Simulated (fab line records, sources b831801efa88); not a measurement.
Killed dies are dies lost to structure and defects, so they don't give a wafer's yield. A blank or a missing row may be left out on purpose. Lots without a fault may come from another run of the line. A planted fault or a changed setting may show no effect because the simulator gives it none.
fab line records | flow gf180mcu
record lots=14 wafers=42 last_day=34
route steps=602 shown V2@403 M3@410
lots that met no fault: from a run of the same line without faults
start_h: hours from the record's first day to the start of the lot's first wafer shown | wait_h: hours since the lot's step before | " the same as in the row above | L1.1+2: a row that stands for several wafers | - no value, or no start given | * or withheld: withheld | < > ~ a bound
route shown NAME@n: a module of which the file shows steps, and the number in the route of the first | usual: mean/standard deviation of fault-free wafers | same: alike in all rows | chamber/n: place in a boat | sites: the reading at each site | _std_site: their standard deviation | _edge_site: outer sites' mean less inner sites' | radius_mm: how far each site lies from the wafer's centre | mask NAME#n: copy n | behind: the tool/chamber that last shaped the wafer | hold: why the lot was held/for how many hours/how that ended | device: the transistor (n, p or np) that didn't switch | end of line: the same wafers' tests at the end of the route | a step without rows: its recipe alone | killed: dies lost to structure and defects at the first sort, not the wafer's yield | map: a wafer's dies, x killed, . not, _ none there
set.NAME: the setting as run; set.NAME@STEP: as run at that earlier step | model.NAME: the simulator's own value behind a step, which no gauge read
steps of the route over a sample of lots; a table a step, a row a wafer
services: from which hour (start_h, from the record's first day; less than 0 if before it) a tool's chamber was out of use, for how many hours, and why
## steps
# step GF_V2_SPUTTER_21
# recipe material=Ti target_thk_nm=15 chamber_pressure_pa=5 power_w=2500 substrate_temp_c=200 time_s=80.02
# usual cathode_dc_power_W=2500.0/0.46 chamber_pressure_pa=4.999/0.011 throttle_valve_pct=30.2/1
# columns lot.wafer tool chamber start_h wait_h cathode_dc_power_W chamber_pressure_pa throttle_valve_pct
L443.1 pvd_sputter-02 - 478.42 0.0 2500.3 5.006 30.6
L443.2 " - " " 2499.9 5.028 31.1
L443.3 " - " " 2500.5 5.014 30.8
L444.2 pvd_sputter-01 - 490.49 0.0 - - -
L444.5 " - " " - - -
L444.6 " - " " - - -
L445.2 pvd_sputter-01 - 493.44 0.0 - - -
L445.3 " - " " - - -
L445.5 " - " " - - -
L447.4 pvd_sputter-02 - 505.78 0.0 2499.4 4.997 31.1
L447.5 " - " " 2500.7 4.999 31.1
L447.6 " - " " 2499.7 4.993 30.0
L450.1 pvd_sputter-03 - 539.91 0.0 2500.6 4.995 31.8
L450.4 " - " " 2500.4 4.984 29.5
L450.5 " - " " 2499.5 4.988 29.4
L455.2 pvd_sputter-03 - 583.19 0.0 2500.1 5.007 29.4
L455.4 " - " " 2500.3 4.998 31.8
L455.6 " - " " 2500.6 5.014 29.2
L456.1 pvd_sputter-03 - 591.16 0.0 2499.8 5.000 31.4
L456.3 " - " " 2500.2 4.991 29.7
L456.5 " - " " 2500.0 5.001 29.3
L457.2 pvd_sputter-03 - 593.44 0.0 2499.3 5.012 29.1
L457.4 " - " " 2500.8 4.993 31.4
L457.5 " - " " 2500.2 5.008 31.3
L458.1 pvd_sputter-01 - 603.28 0.0 2500.0 4.993 31.4
L458.4 " - " " 2499.3 5.000 29.3
L458.5 " - " " 2499.7 4.998 29.8
L460.1 pvd_sputter-03 - 615.96 0.0 2500.2 4.989 31.9
L460.4 " - " " 2499.9 5.010 29.8
L460.5 " - " " 2499.3 4.998 29.2
L461.2 pvd_sputter-01 - 620.19 0.0 2499.7 4.992 29.0
L461.3 " - " " 2500.3 5.010 29.6
L461.4 " - " " 2499.5 5.012 28.9
L462.1 pvd_sputter-01 - 626.26 0.0 2499.6 4.992 29.1
L462.5 " - " " 2500.4 4.995 29.0
L462.6 " - " " 2499.2 5.006 29.4
L463.2 pvd_sputter-01 - 633.34 0.0 2499.6 5.022 29.2
L463.4 " - " " 2500.6 4.992 29.3
L463.5 " - " " 2499.8 5.002 29.3
L464.2 pvd_sputter-03 - 642.71 0.0 2500.6 4.999 31.5
L464.4 " - " " 2500.3 5.015 29.4
L464.5 " - " " 2499.9 5.003 29.5
# step GF_M3_SPUTTER_01
# recipe material=TiN target_thk_nm=30 power_w=6500 time_s=25 chamber_pressure_pa=0.4
# usual cathode_dc_power_W=6499.9/1.1 chamber_pressure_pa=0.3999/0.00082 throttle_valve_pct=30.1/0.98
# columns lot.wafer tool chamber start_h wait_h cathode_dc_power_W chamber_pressure_pa throttle_valve_pct
L443.1 pvd_sputter-04 - 479.21 0.1 6499.7 0.4004 29.3
L443.2 " - " " 6498.9 0.3996 30.3
L443.3 " - " " 6500.4 0.4016 28.9
L447.4 pvd_sputter-01 - 506.57 0.1 6499.9 0.3989 29.2
L447.5 " - " " 6498.9 0.3998 29.0
L447.6 " - " " 6499.1 0.4000 31.5
L450.1 pvd_sputter-01 - 540.70 0.1 6498.8 0.4005 29.2
L450.4 " - " " 6498.6 0.3987 29.1
L450.5 " - " " 6500.3 0.3993 31.2
L455.2 pvd_sputter-01 - 583.98 0.1 6500.0 0.4012 31.4
L455.4 " - " " 6500.7 0.4001 29.2
L455.6 " - " " 6500.3 0.4003 31.4
L456.1 pvd_sputter-01 - 591.96 0.1 6500.8 0.4007 31.8
L456.3 " - " " 6500.0 0.4000 29.1
L456.5 " - " " 6500.3 0.4013 31.3
L457.2 pvd_sputter-01 - 594.23 0.1 6499.9 0.3989 29.2
L457.4 " - " " 6499.4 0.4007 31.6
L457.5 " - " " 6499.1 0.4005 31.4
L458.1 pvd_sputter-02 - 604.07 0.1 6500.5 0.4005 30.9
L458.4 " - " " 6498.5 0.4006 29.8
L458.5 " - " " 6498.1 0.4008 30.9
L460.1 pvd_sputter-01 - 616.76 0.1 6501.2 0.3999 28.9
L460.4 " - " " 6498.3 0.4002 29.3
L460.5 " - " " 6501.2 0.3999 29.1
L461.2 pvd_sputter-01 - 620.99 0.1 6501.1 0.4005 29.5
L461.3 " - " " 6500.8 0.4004 29.2
L461.4 " - " " 6499.2 0.3999 31.5
L462.1 pvd_sputter-02 - 627.05 0.1 6501.2 0.4000 30.0
L462.5 " - " " 6498.4 0.3981 30.2
L462.6 " - " " 6499.7 0.4003 30.5
L463.2 pvd_sputter-02 - 634.19 0.1 6499.5 0.3989 31.2
L463.4 " - " " 6499.8 0.4002 30.5
L463.5 " - " " 6498.8 0.4005 30.3
L464.2 pvd_sputter-01 - 643.50 0.1 6499.0 0.3992 29.6
L464.4 " - " " 6500.8 0.3995 31.5
L464.5 " - " " 6499.0 0.4004 29.3
# step GF_M3_SPUTTER_04
# recipe material=TiN target_thk_nm=50 power_w=6500 time_s=41.7 chamber_pressure_pa=0.4
# usual cathode_dc_power_W=6499.8/1.1 chamber_pressure_pa=0.4000/0.00085 throttle_valve_pct=30.2/0.98
# columns lot.wafer tool chamber start_h wait_h cathode_dc_power_W chamber_pressure_pa throttle_valve_pct
L443.1 pvd_sputter-04 - 479.30 0.0 6497.7 0.4001 29.7
L443.2 " - " " 6500.0 0.4005 30.0
L443.3 " - " " 6500.0 0.4013 28.9
L447.4 pvd_sputter-01 - 506.65 0.0 6501.4 0.4000 29.3
L447.5 " - " " 6501.5 0.3999 29.1
L447.6 " - " " 6498.0 0.4009 31.3
L450.1 pvd_sputter-01 - 540.78 0.0 6499.4 0.4005 29.1
L450.4 " - " " 6498.7 0.4008 29.3
L450.5 " - " " 6500.1 0.3990 31.6
L455.2 pvd_sputter-01 - 584.06 0.0 6497.0 0.3995 31.7
L455.4 " - " " 6500.2 0.4006 29.2
L455.6 " - " " 6500.8 0.4001 31.8
L456.1 pvd_sputter-01 - 592.04 0.0 6498.5 0.4011 31.4
L456.3 " - " " 6499.3 0.3994 29.4
L456.5 " - " " 6498.7 0.4003 31.5
L457.2 pvd_sputter-01 - 594.31 0.0 6501.5 0.4002 29.3
L457.4 " - " " 6499.3 0.3999 31.2
L457.5 " - " " 6499.2 0.3994 31.8
L458.1 pvd_sputter-02 - 604.15 0.0 6500.0 0.4003 31.2
L458.4 " - " " 6498.8 0.3980 29.9
L458.5 " - " " 6499.8 0.4014 31.0
L460.1 pvd_sputter-01 - 616.84 0.0 6500.4 0.4005 28.9
L460.4 " - " " 6500.1 0.3990 29.2
L460.5 " - " " 6500.9 0.4004 29.1
L461.2 pvd_sputter-01 - 621.07 0.0 6500.5 0.4005 29.4
L461.3 " - " " 6497.0 0.4005 29.1
L461.4 " - " " 6499.9 0.3985 31.3
L462.1 pvd_sputter-02 - 627.13 0.0 6501.9 0.3991 30.1
L462.5 " - " " 6497.9 0.3989 30.1
L462.6 " - " " 6496.7 0.4008 31.0
L463.2 pvd_sputter-02 - 634.27 0.0 6499.1 0.3997 30.9
L463.4 " - " " 6500.4 0.4006 30.4
L463.5 " - " " 6499.4 0.3991 30.5
L464.2 pvd_sputter-01 - 643.58 0.0 6499.7 0.3975 29.5
L464.4 " - " " 6498.9 0.3994 32.0
L464.5 " - " " 6497.4 0.3990 29.6
# step GF_M3_OVL_MEAS_15
# usual M3_OVL=-5/6.5
# columns lot.wafer tool chamber start_h wait_h M3_OVL[nm]
L443.1 overlay-02 - 503.53 0.1 -7
L443.2 " - " " -15
L443.3 " - " " -4
L447.4 overlay-01 - 529.43 0.1 -1
L447.5 " - " " 3
L447.6 " - " " -3
L450.1 overlay-02 - 563.12 0.1 -5
L450.4 " - " " 3
L450.5 " - " " -2
L455.2 overlay-02 - 604.77 0.1 -5
L455.4 " - " " -8
L455.6 " - " " -2
L456.1 overlay-01 - 613.13 0.1 -11
L456.3 " - " " -10
L456.5 " - " " -12
L457.2 overlay-02 - 615.17 0.1 -11
L457.4 " - " " 0
L457.5 " - " " 4
L458.1 overlay-02 - 624.68 0.1 -5
L458.4 " - " " -9
L458.5 " - " " 1
L460.1 overlay-02 - 637.01 0.1 -14
L460.4 " - " " -10
L460.5 " - " " -10
L461.2 overlay-02 - 641.42 0.1 -1
L461.3 " - " " 1
L461.4 " - " " 2
L462.1 overlay-02 - 647.13 0.1 -6
L462.5 " - " " -7
L462.6 " - " " -12
L463.2 overlay-02 - 654.77 0.1 -6
L463.4 " - " " -3
L463.5 " - " " 2
L464.2 overlay-02 - 663.87 0.1 -5
L464.4 " - " " -12
L464.5 " - " " -11
## services
# columns tool chamber start_h hours kind
pvd_sputter-02 - 520.96 1.5 repair
pvd_sputter-04 - 554.55 1.0 repair
pvd_sputter-02 - 569.67 5.2 repair
pvd_sputter-04 - 591.34 6.8 repair
pvd_sputter-02 - 591.91 5.1 repair
pvd_sputter-02 - 613.32 10.3 repair
## key
first_sign step=GF_V2_SPUTTER_21 reading=tool_record direction=missing
effect none on later readings
met_at GF_V2_SPUTTER_21
struck_lots L444,L445
later_rows_left_out L444.2,L444.5,L444.6,L445.2,L445.3,L445.5
sort_left_out L444.2,L444.5,L444.6,L445.2,L445.3,L445.5
not_acting_at GF_M3_SPUTTER_01,GF_M3_SPUTTER_04,GF_M3_OVL_MEAS_15
fault kind=skipped_step_whole tool=pvd_sputter-01 chamber=- onset_h=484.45 steps=GF_V2_SPUTTER_21 scope=struck_lots_only
# sort_left_out: the simulated sort isn't trusted on such a fault, so these wafers' sort isn't shown, and their yield isn't known
# later_rows_left_out: the simulator's readings of these wafers behind a module that went badly wrong aren't trusted and aren't shown, but for the sort
